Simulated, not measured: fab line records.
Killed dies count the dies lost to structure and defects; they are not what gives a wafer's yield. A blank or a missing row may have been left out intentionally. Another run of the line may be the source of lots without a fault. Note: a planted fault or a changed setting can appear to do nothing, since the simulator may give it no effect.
Split-lot experiment ; flow sfq_line ; 5 lots, 23 wafers read, on a route of 325 steps

== THE SPLIT ITSELF ==
At SFQ_TRILAYER_I3_VIA_LITHO_COAT_085 (resist thk 650 nm), the setting resist_thk_nm was moved away from the recipe's 650 nm on 4 of the 23 wafers read, by +1.7% to +5.3%. This setting was run at the recipe's value on the other wafers.

== FROM THE SPLIT TO THE READING: what the file shows between them, 3 steps ==
- SFQ_TRILAYER_I3_VIA_LITHO_SOFTBAKE_089
- SFQ_TRILAYER_I3_VIA_LITHO_EXPOSE_086: exposes mask I3, target cd 500 nm
- SFQ_TRILAYER_I3_VIA_LITHO_DEVELOP_087: time 60 s

== THE READING ==
KrF_of_TRILAYER_I3_VIA_LITHO_COAT_085.thk_nm (the simulator's own value, which no gauge read), in nm, at SFQ_TRILAYER_I3_VIA_BARC_OPEN_VIA_ETCH_121 (etches BARC in O2, target depth 125 nm, time 41.7 s). The file gives no usual value for it. The 19 wafers here that ran the recipe average 573.7 nm, standard deviation 1.7 nm.

wafer;tool, chamber at the split;resist_thk_nm as run, nm;against the recipe;KrF_of_TRILAYER_I3_VIA_LITHO_COAT_085.thk_nm, nm;against lot-mates on the recipe
L076.1;litho_track-02, 0;684.6;+5.3%;606.6;+34.0
L076.2;litho_track-02, 0;684.6;+5.3%;608.4;+35.8
L076.3;litho_track-02, 0;650;recipe;572;-
L076.4;litho_track-02, 0;650;recipe;572.9;-
L076.5;litho_track-02, 0;650;recipe;572.9;-
L077.1;litho_track-02, 0;650;recipe;572.7;-
L077.2;litho_track-02, 0;650;recipe;574.9;-
L077.4;litho_track-02, 0;650;recipe;572.8;-
L077.5;litho_track-02, 0;650;recipe;573.3;-
L077.6;litho_track-02, 0;650;recipe;576.3;-
L078.1;litho_track-02, 0;650;recipe;574.4;-
L078.2;litho_track-02, 0;650;recipe;574.4;-
L078.3;litho_track-02, 0;650;recipe;573.7;-
L078.4;litho_track-02, 0;650;recipe;574.9;-
L078.6;litho_track-02, 0;650;recipe;576.9;-
L082.2;litho_track-04, 0;650;recipe;576.6;-
L082.4;litho_track-04, 0;650;recipe;573.9;-
L082.6;litho_track-04, 0;650;recipe;572.2;-
L083.2;litho_track-02, 0;650;recipe;573.5;-
L083.3;litho_track-02, 0;661;+1.7%;581.9;+10.0
L083.4;litho_track-02, 0;661;+1.7%;582.3;+10.4
L083.5;litho_track-02, 0;650;recipe;570.9;-
L083.6;litho_track-02, 0;650;recipe;571.2;-

THE FIT
A straight line over all 23 wafers: KrF_of_TRILAYER_I3_VIA_LITHO_COAT_085.thk_nm changes by +6.25 nm for each +1% of resist_thk_nm; r = +0.99; the points scatter about the line by 1.7 nm.
The same after taking each lot's own level away (the mean of its wafers on the recipe; 23 wafers): +6.52 nm for each +1%; r = +0.99; scatter 1.3 nm.
That fit puts the effect of the largest move of resist_thk_nm on the reading at 35 nm.
The lots' own levels span 571.87 to 574.86 nm, that is 1.8 times the standard deviation above.
So the lot-to-lot level changes the slope little: the two slopes agree.
Check: +35.2 nm against its lot-mates is what the line predicts for one of the wafers moved furthest among these (+5.3%) when that wafer is left out of the fit. Against them it came out at +34 nm.

== THE WHOLE CHAIN: every reading that the file lists as answering this split, in the file's order ==
step;what it does;reading;change (the file's fit);r (the file's)
SFQ_TRILAYER_I3_VIA_LITHO_COAT_085;resist thk 650 nm;KrF_of_TRILAYER_I3_VIA_LITHO_COAT_085.thk_nm (the simulator's own value, which no gauge read);+6.6 nm for each +1% of the setting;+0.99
SFQ_TRILAYER_I3_VIA_BARC_OPEN_VIA_ETCH_121;etches BARC in O2, target depth 125 nm, time 41.7 s;KrF_of_TRILAYER_I3_VIA_LITHO_COAT_085.thk_nm (the simulator's own value, which no gauge read);+6.52 nm for each +1% of the setting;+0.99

== FILE'S OWN FIT ==
KrF_of_TRILAYER_I3_VIA_LITHO_COAT_085.thk_nm changes by +6.52 nm for each +1% of resist_thk_nm, r = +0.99.
